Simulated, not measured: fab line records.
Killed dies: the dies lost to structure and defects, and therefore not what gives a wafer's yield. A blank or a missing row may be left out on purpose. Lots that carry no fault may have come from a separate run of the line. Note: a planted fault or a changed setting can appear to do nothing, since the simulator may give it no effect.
2 desks looking at one fault	flow sky130	every desk sees just its own numbers, and what lay behind them comes last

## TOOL OWNER'S DESK, litho track-04
The tool's own readings at SKY_PWDE_COAT_02 (resist thk 3000 nm): means of the sampled wafers that have a number, for each lot that ran on this tool. If a lot's mean is further than 4 standard deviations from the usual mean, the lot is out of limits and carries the mark OUT (the distance appears in the brackets).
Columns: A = chill plate temp C at SKY_PWDE_COAT_02, usual 23.00 C; B = dispense pressure kPa at SKY_PWDE_COAT_02, usual 50.8 kPa; C = resist line temp C at SKY_PWDE_COAT_02, usual 22.97 C
lot	first seen here	A	B	C
L596	day 3 11:51	23.04	52.4	23.03
L610	day 6 15:36	22.92	52.3	22.88
L612	day 7 08:06	23.11	52.3	23.01
L613	day 7 18:12	23.06	52.3	22.95
L615	day 7 21:55	22.85	52.2	22.94
L618	day 8 15:54	23.14	52.2	22.97
L619	day 8 22:30	23.09	52.3	23.00
Result from this desk: across the 7 lots, nothing is out of limits.

## THE METROLOGY DESK
Lot by lot, what the gauges showed, no matter which tool ran the lot: averages of those sampled wafers that carry a number. If a lot's mean is further than 4 standard deviations from the usual mean, the lot is out of limits and carries the mark OUT (the distance appears in the brackets).
Columns: A = FIELD_ISO_OXIDATION_01_THK at SKY_FIELD_ISO_THK_MEAS_23, usual 9.85 nm; B = PWDE_OVL at SKY_PWDE_OVL_MEAS_07, usual 0.9 nm; C = NWELL_00_OVL at SKY_NWELL_OVL_MEAS_10, usual 0.6 nm; D = NWELL_2_TW at SKY_NWELL_TW_MEAS_26, usual 495
lot	first seen here	A	B	C	D
L596	day 2 06:10	9.83	0.6	1.0	495
L601	day 3 11:45	9.59	0.1	-0.0	492
L606	day 4 11:32	9.50	-	0.7	545 (+12) OUT
L607	day 4 15:54	9.54	-	-0.2	547 (+12) OUT
L608	day 4 20:24	9.73	2.9	-0.9	498
L609	day 5 02:54	10.00	0.6	-0.3	492
L610	day 5 08:17	10.11	0.7	1.1	490
L612	day 5 18:30	10.40	1.1	-0.9	489
L613	day 6 06:38	9.81	-0.7	-0.2	488
L615	day 6 09:42	9.87	1.1	1.3	496
L618	day 7 04:35	9.57	1.9	1.4	498
L619	day 7 07:28	10.12	1.0	-0.2	497
This desk's result: L606, L607 out of limits, first on L606 (NWELL_2_TW at SKY_NWELL_TW_MEAS_26), day 7 19:25. L596, L601, L608, L609, L610, L612, L613, L615, L618, L619: within limits.

## TAKEN TOGETHER
On L606, L607, the metrology desk was in a position to raise an alarm at day 7 19:25.
The tool owner's desk saw nothing out of limits.
The tool owner's desk has no number on record for L606, L607.
Every lot named ran SKY_PWDE_COAT_02 on litho track-04.

## WHAT HAD BEEN PUT IN BY THE SIMULATOR
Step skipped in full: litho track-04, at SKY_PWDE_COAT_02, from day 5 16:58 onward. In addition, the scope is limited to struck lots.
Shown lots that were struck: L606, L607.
Time in hours between the start of the fault and the first out-of-limits reading at each desk: metrology desk, 50.
